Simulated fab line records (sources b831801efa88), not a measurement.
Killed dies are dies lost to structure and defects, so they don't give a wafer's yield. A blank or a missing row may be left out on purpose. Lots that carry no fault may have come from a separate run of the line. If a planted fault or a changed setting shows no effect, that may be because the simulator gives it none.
fab line records	flow sky130
record lots=6	wafers=18	lastDay=50
route steps=708 shown VIA2@522 METAL3@532 PAD_OPEN@708
lots untouched by any fault: they come from a run of this same line in which no faults occurred
startH: hours from the record's opening day to when the first of the lot's shown wafers began	waitH: hours elapsed since this lot's preceding step	" as in the row above	L1.1+2: a row that stands for several wafers	- either no value or no given start	* or withheld: withheld	< > ~ a bound
route shown NAME@n: NAME is a module with steps in the file, n the number in the route of the first one	usual: the fault-free wafers' mean and standard deviation	same: alike in all rows	chamber/n: place in a boat	sites: readings site by site	_std_site: standard deviation across them	_edge_site: outer sites' mean less inner sites'	radiusMm: how far each site lies from the wafer's centre	mask NAME#n: copy n	behind: the most recent tool/chamber to have shaped the wafer	hold: why the lot was held/for how many hours/how that ended	device: transistor that didn't switch, given as n, p or np	end of line: at the end of the route, the tests of the same wafers	step lacking rows: just its recipe	killed: count of dies lost to structure and defects at first sort (not the wafer's yield)	map: a wafer's dies, marking killed ones x, the rest . and places with no die _
set.NAME: the run value of the setting; set.NAME@STEP: its run value at that earlier step	model.NAME: the simulator's own value behind a step, which no gauge read
lots seen at some steps along the route; tables by step, rows by wafer
services: from which hour (startH, from the record's first day; less than 0 if before it) a tool's chamber was out of use, for how many hours, and why
## steps
# step SKY_VIA2_ETCH_15
# recipe target=SiO2	chemistry=C4F8/O2/Ar	targetDepthNm=546	stopOn=TiN	maskMaterial=KrF-thick	sourceW=1500	biasW=1200	pressureMtorr=40	c4f8FlowSccm=withheld	O2_flow_sccm=6	Ar_flow_sccm=300	timeS=84
# usual oesProductAu=0.945/0.0046
lot.wafer	tool	chamber	startH	waitH	oesProductAu	rfHoursCounterH
L783.3	rieDiel-01	2	890.47	0.0	0.944	18
L783.5	"	2	"	"	0.949	-
L783.6	"	1	"	"	0.942	-
L790.3	rieDiel-02	3	945.58	0.0	0.953	23
L790.4	"	0	"	"	0.944	3
L790.6	"	1	"	"	0.936	-
L791.1	rieDiel-02	0	948.33	0.0	0.948	3
L791.2	"	3	"	"	0.944	23
L791.5	"	0	"	"	0.943	-
L793.4	rieDiel-01	0	971.54	0.0	0.946	8
L793.5	"	3	"	"	0.949	-
L793.6	"	2	"	"	0.956	-
L796.1	rieDiel-01	3	984.62	0.0	0.945	11
L796.3	"	0	"	"	0.955	9
L796.5	"	1	"	"	0.941	-
L798.1	rieDiel-03	2	992.58	0.0	0.945	27
L798.2	"	1	"	"	0.948	22
L798.6	"	0	"	"	0.949	-
# step SKY_VIA2_STRIP_16
# recipe chemistry=O2/N2	powerW=1400	pressureMtorr=1500	platenTempC=withheld	o2FlowSccm=3000	n2FlowSccm=300	overashFraction=0.5
# usual drypumpMotorCurrentA=6.0/0.36	oesProductAu=0.398/0.0047	stripTimeToEndpointS=4.039/0.028
lot.wafer	tool	chamber	startH	waitH	drypumpMotorCurrentA	oesProductAu	rfHoursCounterH	stripTimeToEndpointS
L783.3	plasmaAsher-02	0	890.56	0.1	6.3	0.398	-	4.043
L783.5	"	0	"	"	6.3	0.389	-	4.017
L783.6	"	1	"	"	5.8	0.400	-	4.029
L790.3	plasmaAsher-02	0	945.68	0.1	6.3	0.399	-	4.047
L790.4	"	1	"	"	5.8	0.398	-	4.087
L790.6	"	0	"	"	6.3	0.392	-	4.048
L791.1	plasmaAsher-02	1	948.40	0.0	5.8	0.401	84	4.018
L791.2	"	0	"	"	6.3	0.399	84	4.004
L791.5	"	0	"	"	6.4	0.399	-	4.034
L793.4	plasmaAsher-01	1	971.63	0.1	6.0	0.400	-	4.045
L793.5	"	0	"	"	5.8	0.396	-	4.005
L793.6	"	1	"	"	6.0	0.396	-	4.018
L796.1	plasmaAsher-03	1	984.68	0.0	5.5	0.391	23	4.032
L796.3	"	0	"	"	6.6	0.397	-	4.059
L796.5	"	1	"	"	5.5	0.400	-	4.062
L798.1	plasmaAsher-01	1	992.65	0.0	6.0	0.394	54	3.989
L798.2	"	0	"	"	5.8	0.398	54	4.018
L798.6	"	1	"	"	6.0	0.391	-	4.047
# step SKY_VIA2_STRIP_17
# recipe chemistry=postEtchResidueRemover	timeS=1200	tempC=72.5
# step SKY_VIA2_CLEAN_18
# recipe chemistry=IPA	timeS=180	tempC=25
# step SKY_VIA2_CLEAN_19
# recipe chemistry=O3/DIW	dry=n2Spin
# step SKY_VIA2_SPUTTER_20
# recipe material=TiN	targetThkNm=20	chamberPressurePa=5	powerW=4000	timeS=80
# step SKY_VIA2_CVD_21
# recipe material=W	targetThkNm=420	timeS=126.4	tempC=400	pressureTorr=40
# usual heaterPowerW=928/110
lot.wafer	tool	chamber	startH	waitH	heaterPowerW
L783.3	cvdW-02	1	891.23	0.1	1096
L783.5	"	0	"	"	867
L783.6	"	1	"	"	1088
L790.3	cvdW-02	0	946.36	0.1	880
L790.4	"	1	"	"	1083
L790.6	"	0	"	"	920
L791.1	cvdW-01	1	949.06	0.0	786
L791.2	"	0	"	"	920
L791.5	"	1	"	"	774
L793.4	cvdW-01	1	972.31	0.1	787
L793.5	"	1	"	"	800
L793.6	"	0	"	"	918
L796.1	cvdW-01	1	985.42	0.0	785
L796.3	"	1	"	"	798
L796.5	"	1	"	"	789
L798.1	cvdW-01	0	993.74	0.0	915
L798.2	"	1	"	"	800
L798.6	"	0	"	"	925
# step SKY_VIA2_RS_MEAS_22
# recipe thkMeasGauge=four-point-probe	reads=W_of_VIA2_CVD_21+TiN_of_VIA2_SPUTTER_20
# usual VIA2_W_RS=0.2751/0.0027
lot.wafer	tool	chamber	startH	waitH	VIA2_W_RS[ohm/sq]
L783.3	filmMetro-04	-	891.36	0.1	0.2757
L783.5	"	-	"	"	0.2745
L783.6	"	-	"	"	0.2738
L790.3	filmMetro-04	-	946.48	0.1	0.2742
L790.4	"	-	"	"	0.2804
L790.6	"	-	"	"	0.2748
L791.1	filmMetro-04	-	949.19	0.1	0.2761
L791.2	"	-	"	"	0.2756
L791.5	"	-	"	"	0.2747
L793.4	filmMetro-03	-	972.46	0.1	0.2736
L793.5	"	-	"	"	0.2790
L793.6	"	-	"	"	0.2800
L796.1	filmMetro-01	-	985.55	0.1	0.2716
L796.3	"	-	"	"	0.2756
L796.5	"	-	"	"	0.2740
L798.1	filmMetro-01	-	993.87	0.1	0.2739
L798.2	"	-	"	"	0.2760
L798.6	"	-	"	"	0.2738
# step SKY_VIA2_THK_MEAS_23
# recipe thkMeasGauge=xrf	reads=W_of_VIA2_CVD_21
# usual VIA2_W_THK=409/5.4
lot.wafer	tool	chamber	startH	waitH	VIA2_W_THK[nm]
L783.3	filmMetro-04	-	891.46	0.1	404
L783.5	"	-	"	"	410
L783.6	"	-	"	"	409
L790.3	filmMetro-04	-	946.58	0.1	412
L790.4	"	-	"	"	404
L790.6	"	-	"	"	410
L791.1	filmMetro-04	-	949.31	0.1	409
L791.2	"	-	"	"	409
L791.5	"	-	"	"	409
L793.4	filmMetro-03	-	972.55	0.1	403
L793.5	"	-	"	"	396
L793.6	"	-	"	"	394
L796.1	filmMetro-01	-	985.67	0.1	419
L796.3	"	-	"	"	414
L796.5	"	-	"	"	416
L798.1	filmMetro-01	-	993.99	0.1	414
L798.2	"	-	"	"	412
L798.6	"	-	"	"	418
# step SKY_VIA2_CMP_24
# recipe stopOn=SiO2	tOverpolishS=20	downForcePsi=3.5	platenRpm=60	targetThkNm=0	padVelocityMS=0.94248
# usual motorCurrentA=11.5/1.2	overpolishRunS=20.000/0.0092	platenRpm=60.00/0.039	retainingRingPressureFrac=1.000/0.0046	slurryFlowMlMin=150.0/0.47	timeToEndpointS=103/4.1
lot.wafer	tool	chamber	startH	waitH	motorCurrentA	overpolishRunS	platenRpm	retainingRingPressureFrac	slurryFlowMlMin	timeToEndpointS
L783.3	cmp-01	3	891.55	0.1	9.7	20.014	60.01	1.003	150.1	106
L783.6	"	2	"	"	11.4	20.009	60.02	0.996	150.7	104
L783.5	"	3	"	"	10.1	19.983	60.02	0.998	150.3	108
L790.3	cmp-01	1	946.79	0.2	14.0	20.002	60.04	0.994	149.6	103
L790.4	"	2	"	"	11.9	20.006	59.98	0.996	149.9	102
L790.6	"	0	"	"	12.0	20.011	60.02	0.997	150.4	101
L791.2	cmp-02	1	949.37	0.0	12.2	19.998	59.95	0.993	149.5	98
L791.1	"	0	"	"	11.7	19.987	60.00	0.996	150.1	110
L791.5	"	2	"	"	9.9	20.004	59.96	1.000	150.7	96
L793.4	cmp-01	1	972.70	0.1	12.6	19.986	60.04	1.002	148.9	108
L793.6	"	0	"	"	11.8	19.983	59.95	0.994	150.3	104
L793.5	"	1	"	"	13.1	19.988	60.01	1.003	149.0	105
L796.1	cmp-02	2	985.73	0.1	9.7	19.984	60.04	1.006	149.8	96
L796.3	"	3	"	"	11.0	20.011	59.96	0.999	150.5	103
L796.5	"	2	"	"	9.5	20.019	60.06	1.004	149.9	96
L798.2	cmp-01	0	994.10	0.1	12.4	19.992	60.05	1.002	151.0	102
L798.1	"	1	"	"	12.9	19.992	60.04	1.003	150.3	108
L798.6	"	3	"	"	9.8	20.003	59.99	0.997	150.0	107
# step SKY_METAL3_SPUTTER_00
# recipe material=Ti	targetThkNm=15	powerW=3000	timeS=10	chamberPressurePa=0.4
# step SKY_METAL3_SPUTTER_01
# recipe material=TiN	targetThkNm=20	powerW=6500	timeS=16.7	chamberPressurePa=0.42
# step SKY_METAL3_SPUTTER_02
# recipe material=AlCu	targetThkNm=735	powerW=10600	timeS=39.1	chamberPressurePa=0.4
# usual cathodeDcPowerW=10600/1.9	chamberPressurePa=0.4000/0.00081	throttleValvePct=29.7/1.1
lot.wafer	tool	chamber	startH	waitH	cathodeDcPowerW	chamberPressurePa	throttleValvePct
L783.3	pvdSputter-04	-	891.85	0.0	10600	0.4026	28.9
L783.5	"	-	"	"	10599	0.4003	30.4
L783.6	"	-	"	"	10600	0.4004	29.5
L790.3	pvdSputter-02	-	947.03	0.0	-	-	-
L790.4	"	-	"	"	-	-	-
L790.6	"	-	"	"	-	-	-
L791.1	pvdSputter-01	-	949.71	0.0	-	-	-
L791.2	"	-	"	"	-	-	-
L791.5	"	-	"	"	-	-	-
L793.4	pvdSputter-01	-	973.00	0.0	10602	0.4010	32.0
L793.5	"	-	"	"	10596	0.3998	30.4
L793.6	"	-	"	"	10598	0.3994	29.9
L796.1	pvdSputter-01	-	986.08	0.0	10603	0.3992	29.8
L796.3	"	-	"	"	10602	0.3998	29.9
L796.5	"	-	"	"	10601	0.3996	30.0
L798.1	pvdSputter-01	-	994.40	0.0	10602	0.4011	30.2
L798.2	"	-	"	"	10601	0.4010	30.1
L798.6	"	-	"	"	10600	0.3991	30.0
# step SKY_METAL3_SPUTTER_03
# recipe material=Ti	targetThkNm=5	powerW=3000	timeS=3.3	chamberPressurePa=0.4
# usual cathodeDcPowerW=3000.0/0.56	chamberPressurePa=0.4000/0.0008	throttleValvePct=29.7/1.1
lot.wafer	tool	chamber	startH	waitH	cathodeDcPowerW	chamberPressurePa	throttleValvePct
L783.3	pvdSputter-04	-	891.88	0.0	3000.5	0.4016	29.1
L783.5	"	-	"	"	3000.0	0.3997	30.0
L783.6	"	-	"	"	2999.6	0.3995	29.9
L790.3	pvdSputter-02	-	947.07	0.0	3000.3	0.4009	29.5
L790.4	"	-	"	"	3000.1	0.3990	26.8
L790.6	"	-	"	"	3000.8	0.4012	29.5
L791.1	pvdSputter-01	-	949.75	0.0	3000.6	0.4004	29.8
L791.2	"	-	"	"	2999.0	0.3998	30.1
L791.5	"	-	"	"	3000.7	0.4007	30.1
L793.4	pvdSputter-01	-	973.04	0.0	3000.1	0.3999	31.9
L793.5	"	-	"	"	2999.6	0.3998	30.3
L793.6	"	-	"	"	2999.7	0.3994	29.9
L796.1	pvdSputter-01	-	986.12	0.0	3000.8	0.3992	29.7
L796.3	"	-	"	"	2999.3	0.4002	30.1
L796.5	"	-	"	"	2999.9	0.3993	29.8
L798.1	pvdSputter-01	-	994.44	0.0	2999.1	0.4006	29.9
L798.2	"	-	"	"	3000.2	0.3998	30.1
L798.6	"	-	"	"	3000.0	0.3991	30.0
# step SKY_PAD_OPEN_PROBE_99
# usual defectLimitedYield=82.4/2	killed_at_M0_to_M3=43/6.8	killed_at_M4_up=3.1/1.8	killedAtContacts=25/5.8	killedAtFrontEnd=15/4.2	killedAtOther=0.3/0.5	killedDies=87/9.7	killedOnRim=17/4.1	killedOpen=47/7.3	killedShort=39/6.6	sort_bin_3_pad_short=0.9/0.37	sort_bin_5_function=10.4/1.4	sort_bin_6_memory=6.3/1.1	sortNPass=405/9.7	sortYieldPct=82.4/2
# same grossDies=492	killedAtBackSide=0	sort_bin_4_leakage[%]=0	sort_bin_8_speed[%]=0
lot.wafer	tool	chamber	startH	waitH	hold	defectLimitedYield[%]	killed_at_M0_to_M3	killed_at_M4_up	killedAtContacts	killedAtFrontEnd	killedAtOther	killedDies	killedOnRim	killedOpen	killedShort	sort_bin_3_pad_short[%]	sort_bin_5_function[%]	sort_bin_6_memory[%]	sortNPass	sortYieldPct[%]
L783.3	prober-01	-	1110.24	0.2	-	81.5	36	6	34	15	0	91	19	49	42	0.6	11.0	6.9	401	81.5
L783.5	prober-01	-	1110.34	0.2	-	83.1	30	2	36	14	1	83	18	52	31	1.0	9.1	6.7	409	83.1
L783.6	prober-01	-	1110.39	0.2	-	84.1	44	4	15	15	0	78	25	44	34	0.6	11.2	4.1	414	84.1
L790.3	prober-02	-	1159.64	3.8	awaitDispo/3.7h/release	0	445	5	31	11	0	492	96	44	43	2.0	92.1	5.9	0	0
L790.4	prober-02	-	1159.69	3.9	awaitDispo/3.7h/release	0	444	3	32	13	0	492	96	49	47	0.4	91.3	8.3	0	0
L790.6	prober-02	-	1159.79	3.9	awaitDispo/3.7h/release	0	443	3	31	15	0	492	96	53	52	1.0	91.9	7.1	0	0
L791.1	prober-01	-	1159.89	3.9	awaitDispo/3.8h/release	0	445	0	27	20	0	492	96	49	50	1.0	90.2	8.7	0	0
L791.2	prober-01	-	1159.94	4.0	awaitDispo/3.8h/release	0	451	1	21	18	1	492	96	51	41	0.8	92.9	6.3	0	0
L791.5	prober-01	-	1160.09	4.0	awaitDispo/3.8h/release	0	451	4	21	16	0	492	96	48	52	1.6	90.7	7.7	0	0
L793.4	prober-01	-	1173.89	0.2	-	84.6	37	1	20	17	1	76	11	42	34	0.6	8.9	5.9	416	84.6
L793.5	prober-01	-	1173.94	0.2	-	85.0	34	4	21	15	0	74	17	41	33	0.6	8.7	5.7	418	85.0
L793.6	prober-01	-	1173.99	0.2	-	87.6	27	5	18	11	0	61	14	35	26	0.4	7.9	4.1	431	87.6
L796.1	prober-02	-	1181.86	0.1	-	85.2	41	1	21	9	1	73	9	39	34	0.6	9.3	4.9	419	85.2
L796.3	prober-02	-	1181.96	0.2	-	81.1	47	2	33	10	1	93	18	49	44	1.2	10.0	7.7	399	81.1
L796.5	prober-02	-	1182.06	0.2	-	85.0	28	3	25	18	0	74	17	37	37	0.8	9.1	5.1	418	85.0
L798.1	prober-01	-	1188.04	0.1	-	84.3	38	2	24	13	0	77	12	41	36	1.4	7.7	6.5	415	84.3
L798.2	prober-01	-	1188.09	0.1	-	80.3	46	4	31	16	0	97	15	57	40	1.0	12.8	5.9	395	80.3
L798.6	prober-01	-	1188.29	0.2	-	83.5	42	3	17	19	0	81	19	42	39	1.2	10.8	4.5	411	83.5
# killed by level:class
L783.3 CONTACT:geometricParticle:open=13 LI_CONTACT:geometricParticle:open=9 VIA1:geometricParticle:open=7 VIA1:geometricParticle:short=6 CONTACT:geometricParticle:short=6 VIA2:geometricParticle:open=6 METAL2:geometricParticle:short=5 LI_CONTACT:geometricParticle:short=5
L783.5 CONTACT:geometricParticle:open=18 LI_CONTACT:geometricParticle:open=7 POLY_GATE:geometricParticle:open=6 CONTACT:geometricParticle:short=6 VIA2:geometricParticle:open=6 METAL3:geometricParticle:short=5 VIA1:geometricParticle:short=5 VIA3:geometricParticle:open=4
L783.6 VIA1:geometricParticle:open=14 VIA1:geometricParticle:short=7 CONTACT:geometricParticle:open=6 POLY_GATE:geometricParticle:short=5 METAL2:geometricParticle:short=5 VIA2:geometricParticle:open=5 VIA3:geometricParticle:open=5 FIELD_ISO:geometricParticle:open=4
L790.3 METAL3:areaSputter=405 CONTACT:geometricParticle:open=9 METAL2:geometricParticle:short=8 LI_CONTACT:geometricParticle:open=8 VIA1:geometricParticle:open=7 METAL1:geometricParticle:short=6 LI_CONTACT:geometricParticle:short=5 CONTACT:geometricParticle:short=5
L790.4 METAL3:areaSputter=396 VIA1:geometricParticle:open=12 CONTACT:geometricParticle:short=10 LI_CONTACT:geometricParticle:open=8 VIA2:geometricParticle:open=6 METAL1:geometricParticle:short=6 VIA3:geometricParticle:open=6 METAL2:geometricParticle:short=5
L790.6 METAL3:areaSputter=387 VIA1:geometricParticle:open=15 VIA3:geometricParticle:open=11 CONTACT:geometricParticle:open=9 METAL2:geometricParticle:short=9 LI_CONTACT:geometricParticle:short=6 LI_CONTACT:geometricParticle:open=6 VIA1:geometricParticle:short=6
L791.1 METAL3:areaSputter=393 VIA1:geometricParticle:open=21 CONTACT:geometricParticle:open=7 FIELD_ISO:geometricParticle:short=6 LI_CONTACT:geometricParticle:open=6 LOCAL_INTERCONNECT:geometricParticle:short=6 CONTACT:geometricParticle:short=6 METAL1:geometricParticle:short=6
L791.2 METAL3:areaSputter=400 VIA1:geometricParticle:open=16 CONTACT:geometricParticle:open=8 VIA3:geometricParticle:open=7 POLY_GATE:geometricParticle:short=6 METAL1:geometricParticle:short=5 METAL2:geometricParticle:short=5 FIELD_ISO:geometricParticle:open=4
L791.5 METAL3:areaSputter=392 METAL2:geometricParticle:short=11 VIA1:geometricParticle:open=9 CONTACT:geometricParticle:open=9 FIELD_ISO:geometricParticle:short=8 VIA2:geometricParticle:open=8 METAL1:geometricParticle:short=7 METAL3:geometricParticle:short=5
L793.4 METAL2:geometricParticle:short=7 VIA2:geometricParticle:open=7 VIA1:geometricParticle:open=5 LI_CONTACT:geometricParticle:open=5 CONTACT:geometricParticle:short=5 CONTACT:geometricParticle:open=5 VIA1:geometricParticle:short=5 FIELD_ISO:geometricParticle:open=4
L793.5 VIA1:geometricParticle:open=7 LI_CONTACT:geometricParticle:open=7 VIA3:geometricParticle:open=7 FIELD_ISO:geometricParticle:short=5 CONTACT:geometricParticle:open=5 METAL3:geometricParticle:short=5 METAL2:geometricParticle:short=4 FIELD_ISO:geometricParticle:open=3
L793.6 VIA2:geometricParticle:open=10 CONTACT:geometricParticle:open=7 FIELD_ISO:geometricParticle:open=5 METAL4:geometricParticle:short=5 LI_CONTACT:geometricParticle:open=3 LOCAL_INTERCONNECT:geometricParticle:short=3 VIA1:geometricParticle:open=3 VIA3:geometricParticle:open=3
L796.1 CONTACT:geometricParticle:open=9 METAL1:geometricParticle:short=6 VIA1:geometricParticle:open=6 VIA2:geometricParticle:open=6 CONTACT:geometricParticle:short=4 VIA1:geometricParticle:short=4 METAL2:geometricParticle:short=4 VIA3:geometricParticle:short=4
L796.3 CONTACT:geometricParticle:open=13 VIA1:geometricParticle:open=11 LI_CONTACT:geometricParticle:open=7 METAL2:geometricParticle:short=6 CONTACT:geometricParticle:short=6 VIA2:geometricParticle:open=6 VIA1:geometricParticle:short=6 LI_CONTACT:geometricParticle:short=5
L796.5 CONTACT:geometricParticle:open=7 LI_CONTACT:geometricParticle:short=5 METAL1:geometricParticle:short=5 VIA2:geometricParticle:open=5 FIELD_ISO:geometricParticle:short=4 POLY_GATE:geometricParticle:open=4 LOCAL_INTERCONNECT:geometricParticle:short=4 LOCAL_INTERCONNECT:geometricParticle:open=4
L798.1 CONTACT:geometricParticle:open=11 FIELD_ISO:geometricParticle:open=7 VIA1:geometricParticle:open=6 VIA2:geometricParticle:open=6 VIA1:geometricParticle:short=5 LI_CONTACT:geometricParticle:short=4 LOCAL_INTERCONNECT:geometricParticle:short=4 METAL3:geometricParticle:short=4
L798.2 CONTACT:geometricParticle:open=15 VIA1:geometricParticle:open=11 VIA3:geometricParticle:open=9 LOCAL_INTERCONNECT:geometricParticle:short=7 FIELD_ISO:geometricParticle:short=6 FIELD_ISO:geometricParticle:open=5 LI_CONTACT:geometricParticle:open=5 VIA3:geometricParticle:short=5
L798.6 VIA1:geometricParticle:open=13 VIA2:geometricParticle:open=8 FIELD_ISO:geometricParticle:short=7 CONTACT:geometricParticle:short=6 CONTACT:geometricParticle:open=5 VIA1:geometricParticle:short=5 METAL2:geometricParticle:short=5 FIELD_ISO:geometricParticle:open=4
# map L790.3 (x killed, . not)
__________xxxxxxxxxx_________
________xxxxxxxxxxxxxx_______
______xxxxxxxxxxxxxxxxxx_____
_____xxxxxxxxxxxxxxxxxxxx____
____xxxxxxxxxxxxxxxxxxxxxx___
___xxxxxxxxxxxxxxxxxxxxxxxx__
__xxxxxxxxxxxxxxxxxxxxxxxxxx_
_xxxxxxxxxxxxxxxxxxxxxxxxxxxx
_xxxxxxxxxxxxxxxxxxxxxxxxxxxx
_xxxxxxxxxxxxxxxxxxxxxxxxxxxx
_xxxxxxxxxxxxxxxxxxxxxxxxxxxx
_xxxxxxxxxxxxxxxxxxxxxxxxxxxx
_xxxxxxxxxxxxxxxxxxxxxxxxxxxx
_xxxxxxxxxxxxxxxxxxxxxxxxxxxx
_xxxxxxxxxxxxxxxxxxxxxxxxxxxx
__xxxxxxxxxxxxxxxxxxxxxxxxxx_
___xxxxxxxxxxxxxxxxxxxxxxxx__
____xxxxxxxxxxxxxxxxxxxxxx___
_____xxxxxxxxxxxxxxxxxxxx____
______xxxxxxxxxxxxxxxxxx_____
________xxxxxxxxxxxxxx_______
__________xxxxxxxxxx_________
# map L791.1 (x killed, . not)
__________xxxxxxxxxx_________
________xxxxxxxxxxxxxx_______
______xxxxxxxxxxxxxxxxxx_____
_____xxxxxxxxxxxxxxxxxxxx____
____xxxxxxxxxxxxxxxxxxxxxx___
___xxxxxxxxxxxxxxxxxxxxxxxx__
__xxxxxxxxxxxxxxxxxxxxxxxxxx_
_xxxxxxxxxxxxxxxxxxxxxxxxxxxx
_xxxxxxxxxxxxxxxxxxxxxxxxxxxx
_xxxxxxxxxxxxxxxxxxxxxxxxxxxx
_xxxxxxxxxxxxxxxxxxxxxxxxxxxx
_xxxxxxxxxxxxxxxxxxxxxxxxxxxx
_xxxxxxxxxxxxxxxxxxxxxxxxxxxx
_xxxxxxxxxxxxxxxxxxxxxxxxxxxx
_xxxxxxxxxxxxxxxxxxxxxxxxxxxx
__xxxxxxxxxxxxxxxxxxxxxxxxxx_
___xxxxxxxxxxxxxxxxxxxxxxxx__
____xxxxxxxxxxxxxxxxxxxxxx___
_____xxxxxxxxxxxxxxxxxxxx____
______xxxxxxxxxxxxxxxxxx_____
________xxxxxxxxxxxxxx_______
__________xxxxxxxxxx_________
## services
tool	chamber	startH	hours	kind
rieDiel-03	0	868.68	2.4	repair
pvdSputter-01	-	874.92	3.5	repair
plasmaAsher-03	-	888.86	2.8	repair
rieDiel-03	3	899.94	4.7	repair
cvdW-01	-	904.00	14.0	pm
cvdW-01	0	904.00	14.0	ventCycle
cvdW-01	1	904.00	14.0	ventCycle
rieDiel-01	0	909.25	10.0	repair
cmp-01	-	912.00	4.0	pm
rieDiel-01	2	915.13	7.6	repair
cmp-01	-	916.00	-	consumableReplace:conditioner
cmp-01	-	916.00	-	consumableReplace:pad
cvdW-01	0	918.00	-	clean
cvdW-01	1	918.00	-	clean
rieDiel-02	1	919.02	6.1	repair
pvdSputter-02	-	919.42	3.8	repair
cmp-01	-	932.08	5.5	pm
cmp-02	-	943.59	2.7	repair
pvdSputter-04	-	944.69	2.5	repair
rieDiel-01	-	945.82	2.8	pm
rieDiel-03	0	959.98	5.4	repair
rieDiel-02	-	962.18	28.1	pm
plasmaAsher-02	-	963.80	3.3	repair
rieDiel-03	3	990.68	4.2	repair
## key
firstSign step=SKY_METAL3_SPUTTER_02	reading=toolRecord	direction=missing
effect step=SKY_PAD_OPEN_PROBE_99	reading=killed_at_M0_to_M3	direction=up	sigmas=59	usual=43	struck=446
moreKillsBornAt SKY_METAL3_SPUTTER_02@pvdSputter-02=1188	SKY_METAL3_SPUTTER_02@pvdSputter-01=1185
metAt SKY_METAL3_SPUTTER_02
struckWafers L790.3,L790.4,L790.6,L791.1,L791.2,L791.5
laterRowsLeftOut L790.3,L790.4,L790.6,L791.1,L791.2,L791.5
fault kind=skippedStepWhole	tool=pvdSputter-01,pvdSputter-02	chamber=-	onsetH=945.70	steps=SKY_METAL3_SPUTTER_02	scope=struckLotsOnly
# laterRowsLeftOut: the simulator's readings of these wafers behind a module that went badly wrong aren't trusted and aren't shown, but for the sort
